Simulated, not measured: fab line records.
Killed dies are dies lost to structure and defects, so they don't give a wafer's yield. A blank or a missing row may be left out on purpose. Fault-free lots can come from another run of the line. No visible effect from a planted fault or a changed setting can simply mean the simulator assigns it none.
A struck lot beside a sound one :: flow sky130 :: 17 out of 708 route steps
Sound: wafers L306.1, L306.2, L306.6. The struck wafers were L311.3, L311.4, L311.5. The cause comes at the end.
Order at every step that has rows: each side's tool, ch and its chambers, its first start. Under that, the readings that differ: sound wafers :: struck wafers :: difference of the means :: sigmas: that difference in standard deviations of wafers without a fault.
alike: a reading whose means differ by less than 2 such deviations, as well as words and numbers matching on both sides. not compared: withheld readings; readings where some wafer has no value; bounds like >300 that might hide an equal value; numbers whose values overlap and for which the record gives no deviation.
A row with sigmas, a row that says differs or no value, or rows on one side alone: a step with any of these is where the two part. Numbers that don't overlap but have no deviation are shown without sigmas and don't part them. A reading that every wafer of one side lacks parts them only if that side has two wafers or more.

SKY_LDD_P_OVL_MEAS_08:
  sound on overlay-01 at day 20 17:29; struck on overlay-01 at day 22 08:43
  alike: LDD_P_OVL
next, for these wafers, 1 step has no rows: SKY_LDD_P_IMPLANT_09.
SKY_LDD_P_STRIP_10: strips in O2/N2.
  sound on plasma_asher-01 ch 0,1, day 20 17:41; struck on plasma_asher-01 ch 0,1, day 22 08:55
  alike: drypump_motor_current_A, oes_product_au, strip_time_to_endpoint_s
  not compared: rf_hours_counter_h
SKY_LDD_P_TW_MEAS_11:
  sound on film_metro-04 at day 20 17:47; struck on film_metro-02 at day 22 09:01
  alike: LDD_P_TW
then, 7 steps without rows for these wafers: SKY_LDD_HVN_DEHYDRATE_00 (time 60 s); SKY_LDD_HVN_HMDS_01 (prime time 60 s); SKY_LDD_HVN_COAT_02 (resist thk 300 nm); SKY_LDD_HVN_SOFTBAKE_03 (time 60 s); SKY_LDD_HVN_EXPOSE_04 (exposes mask HVNTM, target cd 700 nm); SKY_LDD_HVN_PEB_05; SKY_LDD_HVN_DEVELOP_06 (develop time 60 s).
SKY_LDD_HVN_OVL_MEAS_07:
  sound on overlay-02 at day 22 00:38; struck on overlay-02 at day 23 14:38
  alike: LDD_HVN_OVL
SKY_LDD_HVN_IMPLANT_08:
  sound on implanter-02 ch 0, day 22 00:41; struck on implanter-04 ch 0, day 23 14:43
  alike: beam_energy_keV
SKY_LDD_HVN_STRIP_09: strips in O2/N2.
  sound on plasma_asher-04 ch 0,1, day 22 00:50; struck on plasma_asher-03 ch 0,1, day 23 14:50
  alike: drypump_motor_current_A, oes_product_au, strip_time_to_endpoint_s
  not compared: rf_hours_counter_h
SKY_LDD_HVN_TW_MEAS_10:
  sound on film_metro-01 at day 22 00:56; struck on film_metro-03 at day 23 14:56
reading: LDD_HVN_TW
sound: 1448 1448 1455
struck: 1357 1352 1357
difference: -95
sigmas: -9
then, 1 step without rows for these wafers: SKY_LDD_HVP_DEHYDRATE_00 (time 60 s).
-- a jump in the record: the struck wafers' starts before and after are 24 days apart (it breaks off in module LDD_HVP and resumes in module PAD_OPEN, where the first step shown is number 708 of the route) --
SKY_PAD_OPEN_PROBE_99:
  sound on prober-02 at day 46 22:30; struck on prober-01 at day 48 00:01
reading: killed_at_contacts
sound: 17 13 23
struck: 33 38 31
difference: +16
sigmas: +3

reading: model.etest.tip_n_5v.rs_ohm_sq
sound: 1382 1378 1374
struck: 1628 1602 1631
difference: +242
sigmas: 

reading: model.etest.tip_n_5v.rs_ohm_sq_range
sound: 32.12 33.58 36.41
struck: 251.9 245.7 238.4
difference: +211.3
sigmas: 

reading: model.etest.tip_n_5v.rs_ohm_sq_rim_less_centre
sound: -17.68 -7.462 -21.97
struck: -118 -86.23 -135.1
difference: -97
sigmas: 
  alike: killed_at_M0_to_M3, killed_at_M4_up, killed_at_front_end, killed_at_other, killed_dies, killed_open, killed_short
  not compared: model.etest.nfet_g5v0d10v5.r_on_ohm_um, model.etest.nfet_g5v0d10v5.vt_sat_v, model.etest.nfet_g5v0d10v5.vt_v_range

WHERE THEY PART
At SKY_LDD_HVN_TW_MEAS_10 first; at SKY_PAD_OPEN_PROBE_99 last (within this record only).

WHY: what had been put in by the simulator
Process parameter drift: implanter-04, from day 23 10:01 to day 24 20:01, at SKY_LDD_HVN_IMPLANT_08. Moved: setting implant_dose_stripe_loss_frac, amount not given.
